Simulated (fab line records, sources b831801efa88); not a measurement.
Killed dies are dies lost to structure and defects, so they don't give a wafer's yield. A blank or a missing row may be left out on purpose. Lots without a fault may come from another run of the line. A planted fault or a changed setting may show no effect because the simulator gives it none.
Split-lot experiment | flow sfq_line | 5 lots, 23 wafers read, on a route of 325 steps

THE SPLIT
At SFQ_TRILAYER_M3_ETCH_METAL_ETCH_078 (etches Nb in Cl2/Ar, stops on SiO2, target depth 240 nm, time 120 s), the setting time_s was moved away from the recipe's 120 s on 7 of the 23 wafers read, by -9.3% to +6.0%. The other wafers ran this setting at the recipe's value.

The reading is taken at the split's own step.

THE READING
oes_product_au, in a.u., at SFQ_TRILAYER_M3_ETCH_METAL_ETCH_078 (etches Nb in Cl2/Ar, stops on SiO2, target depth 240 nm, time 120 s). Fault-free wafers of this fab line usually give 0.894 a.u., standard deviation 0.0056 a.u..

wafer  | tool, chamber at the split | time_s as run, s | against the recipe | oes_product_au, a.u. | against lot-mates on the recipe
L076.1 | rie_metal-02, 0            | 120              | recipe             | 0.885                | -
L076.2 | rie_metal-02, 1            | 108.8            | -9.3%              | 0.944                | +0.057
L076.3 | rie_metal-02, 0            | 108.8            | -9.3%              | 0.950                | +0.063
L076.4 | rie_metal-02, 1            | 120              | recipe             | 0.888                | -
L076.5 | rie_metal-02, 0            | 108.8            | -9.3%              | 0.947                | +0.060
L077.1 | rie_metal-02, 0            | 127.2            | +6.0%              | 0.892                | -0.005
L077.2 | rie_metal-02, 1            | 127.2            | +6.0%              | 0.882                | -0.015
L077.3 | rie_metal-02, 0            | 120              | recipe             | 0.896                | -
L077.4 | rie_metal-02, 1            | 120              | recipe             | 0.898                | -
L077.6 | rie_metal-02, 1            | 120              | recipe             | 0.898                | -
L080.1 | rie_metal-04, 1            | 120              | recipe             | 0.898                | -
L080.3 | rie_metal-04, 0            | 120              | recipe             | 0.894                | -
L080.6 | rie_metal-04, 0            | 120              | recipe             | 0.894                | -
L083.1 | rie_metal-01, 0            | 120              | recipe             | 0.892                | -
L083.3 | rie_metal-01, 0            | 120              | recipe             | 0.894                | -
L083.4 | rie_metal-01, 1            | 120              | recipe             | 0.898                | -
L083.5 | rie_metal-01, 1            | 110.2            | -8.2%              | 0.943                | +0.048
L083.6 | rie_metal-01, 0            | 110.2            | -8.2%              | 0.940                | +0.045
L084.1 | rie_metal-01, 1            | 120              | recipe             | 0.888                | -
L084.2 | rie_metal-01, 0            | 120              | recipe             | 0.887                | -
L084.4 | rie_metal-01, 1            | 120              | recipe             | 0.897                | -
L084.5 | rie_metal-01, 0            | 120              | recipe             | 0.898                | -
L084.6 | rie_metal-01, 1            | 120              | recipe             | 0.898                | -

THE FIT
A straight line over all 23 wafers: oes_product_au changes by -0.00477 a.u. for each +1% of time_s; r = -0.94; the points scatter about the line by 0.0081 a.u..
The same after taking each lot's own level away (the mean of its wafers on the recipe; 23 wafers): -0.00528 a.u. for each +1%; r = -0.95; scatter 0.0077 a.u..
On that fit, the largest move of time_s shifts the reading by 0.049 a.u..
The lots' own levels span 0.8865 to 0.8973 a.u., that is 1.9 times the standard deviation above.
So the lot-to-lot level changes the slope little: the two slopes agree.
Check: with one of the wafers moved furthest among these (-9.3%) left out of the fit, the line predicts +0.0519 a.u. for it against its lot-mates. It came out at +0.0575 a.u. against them.
Tool readings at the split's step, against how far the setting was moved: oes_product_au r = -0.94.

OTHER SPLITS ON THESE WAFERS
These wafers also went through other splits before the reading. Each is held against what the fit with the lots' levels taken away leaves over:
other split on the same wafers                  | wafers away from the commonest value | r with oes_product_au (lot level and that fit taken away)
SFQ_TRILAYER_M2_LITHO_COAT_062 resist_thk_nm    | 10                                   | +0.33
SFQ_TRILAYER_M2_BARC_OPEN_METAL_ETCH_077 time_s | 8                                    | -0.08
SFQ_TRILAYER_I2_VIA_LITHO_EXPOSE_068 dose_mj    | 7                                    | +0.01
SFQ_TRILAYER_M3_LITHO_COAT_075 resist_thk_nm    | 8                                    | -0.18
SFQ_TRILAYER_M3_LITHO_EXPOSE_076 dose_mj        | 10                                   | -0.03

THE WHOLE CHAIN: every reading that the file lists as answering this split, in the file's order
step                                | what it does                                                        | reading                                                                                   | change (the file's fit)                                                                               | r (the file's)
SFQ_TRILAYER_M3_ETCH_METAL_ETCH_078 | etches Nb in Cl2/Ar, stops on SiO2, target depth 240 nm, time 120 s | oes_product_au                                                                            | -0.00536 a.u. for each +1% of the setting                                                             | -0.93
SFQ_TRILAYER_M3_ETCH_METAL_ETCH_078 | etches Nb in Cl2/Ar, stops on SiO2, target depth 240 nm, time 120 s | KrF_of_TRILAYER_M3_LITHO_COAT_075.thk_nm (the simulator's own value, which no gauge read) | -1.44 nm for each +1% of the setting, in a fit together with resist_thk_nm@TRILAYER_M3_LITHO_COAT_075 | 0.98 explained

THE FILE'S OWN FIT
oes_product_au changes by -0.00536 a.u. for each +1% of time_s, r = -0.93.
